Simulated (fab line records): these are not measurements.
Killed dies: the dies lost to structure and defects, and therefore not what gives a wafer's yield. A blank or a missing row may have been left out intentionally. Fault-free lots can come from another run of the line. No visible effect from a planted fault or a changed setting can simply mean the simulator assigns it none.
Struck lot and sound lot, side by side | flow sfq-line | 17 steps out of a route of 325
Sound: the wafers L662.1, L662.2, L662.5. Wafers L664.1, L664.2, L664.4 were the ones struck. The cause comes at the end.
Order at every step that has rows: each side's tool, ch and its chambers, its first start. Under that, the readings that differ: sound wafers | struck wafers | difference of the means | sigmas: that difference in standard deviations of wafers without a fault.
alike: same words and numbers on both sides, and readings whose means sit less than 2 such deviations apart. not compared: any withheld reading, any reading some wafer has no value for, any bound like >300 that may hide the same value, and any number with overlapping values for which the record gives no deviation.
The two part at a step that has a row with sigmas, a row that says differs or no value, or rows on one side only. When numbers do not overlap yet have no deviation, they are printed without sigmas and do not part them. A reading that every wafer of one side lacks parts them only if that side has two wafers or more.

SFQ_M1_OVL_MEAS_911:
  sound on overlay-01, day 24 08:33; struck on overlay-02, day 24 18:09
  alike: M1_OVL
SFQ_TRILAYER_M1_BARC_OPEN_METAL_ETCH_054: etches BARC in O2, target depth 125 nm, time 41.7 s.
  sound on rie-metal-03 ch 0,1, day 24 08:35; struck on rie-metal-02 ch 0,1, day 24 18:11
  alike: bias-w, drypump-motor-current-A, oes-product-au
  not compared: rf-hours-counter-h
then, 3 steps without rows for these wafers: SFQ_TRILAYER_M1_ETCH_METAL_ETCH_042 (etches Nb in Cl2/Ar, stops on SiO2, target depth 240 nm, time 120 s); SFQ_TRILAYER_M1_STRIP_STRIP_043 (strips in O2); SFQ_TRILAYER_M1_STRIP_SOLV_CLEAN_044 (cleans in NMP, time 600 s).
SFQ_TRILAYER_I1_DEP_PECVD_045: deposits SiO2 from SiH4/N2O, time 111.11 s, target thk 500 nm.
  sound on pecvd-03 ch 1,2, day 24 09:32; struck on pecvd-03 ch 0,1,2, day 24 19:08
  alike: heater-power-w, throttle-valve-pct
SFQ_TRILAYER_I1_CMP_CMP_046: polishes SiO2.
  sound on cmp-02 ch 1,2,3, day 24 15:37; struck on cmp-01 ch 0,1,3, day 25 05:12
  alike: motor-current-A, retaining-ring-pressure-frac, time-to-endpoint-s
SFQ_I1_BOW_MEAS_912:
  sound on film-metro-03, day 24 18:07; struck on film-metro-01, day 25 08:12
  alike: I1_BOW
SFQ_TRILAYER_I1_METRO_MEASURE_047:
  sound on film-metro-03, day 24 18:14; struck on film-metro-01, day 25 08:19
  alike: thk-nm
then, 3 steps without rows for these wafers: SFQ_TRILAYER_I1_VIA_LITHO_COAT_054 (resist thk 62 nm); SFQ_TRILAYER_I1_VIA_LITHO_COAT_049 (resist thk 650 nm); SFQ_TRILAYER_I1_VIA_LITHO_SOFTBAKE_053.
SFQ_TRILAYER_I1_VIA_LITHO_EXPOSE_050: exposes mask I1, target cd 500 nm.
  sound on krf-scanner-01 ch 0, day 25 08:03; struck on krf-scanner-01 ch 0, day 25 15:15
  reading                    | sound             | struck            | difference | sigmas
  model.I1.overlay-x-nm (nm) | 2.435 2.435 2.435 | 52.31 52.31 52.31 | +49.88     |
  alike: mask
then, 2 steps without rows for these wafers: SFQ_TRILAYER_I1_VIA_LITHO_PEB_052 (peb time 60 s); SFQ_TRILAYER_I1_VIA_LITHO_DEVELOP_051 (time 60 s).
SFQ_I1_OVL_MEAS_913:
  sound on overlay-01, day 25 09:33; struck on overlay-01, day 25 16:45
  reading     | sound   | struck   | difference | sigmas
  I1_OVL (nm) | 1 -3 -5 | 52 55 53 | +56        | +9
SFQ_TRILAYER_I1_VIA_BARC_OPEN_VIA_ETCH_071: etches BARC in O2, target depth 125 nm, time 41.7 s.
  sound on rie-diel-01 ch 2,3, day 25 09:35; struck on rie-diel-04 ch 0,1,2, day 25 16:47
  alike: bias-w, drypump-motor-current-A, oes-product-au
  not compared: rf-hours-counter-h

WHERE THEY PART
Only at SFQ_I1_OVL_MEAS_913, within this record. Later steps at which nothing parts them and some readings are alike: SFQ_TRILAYER_I1_VIA_BARC_OPEN_VIA_ETCH_071.

WHY: whatever the simulator had introduced
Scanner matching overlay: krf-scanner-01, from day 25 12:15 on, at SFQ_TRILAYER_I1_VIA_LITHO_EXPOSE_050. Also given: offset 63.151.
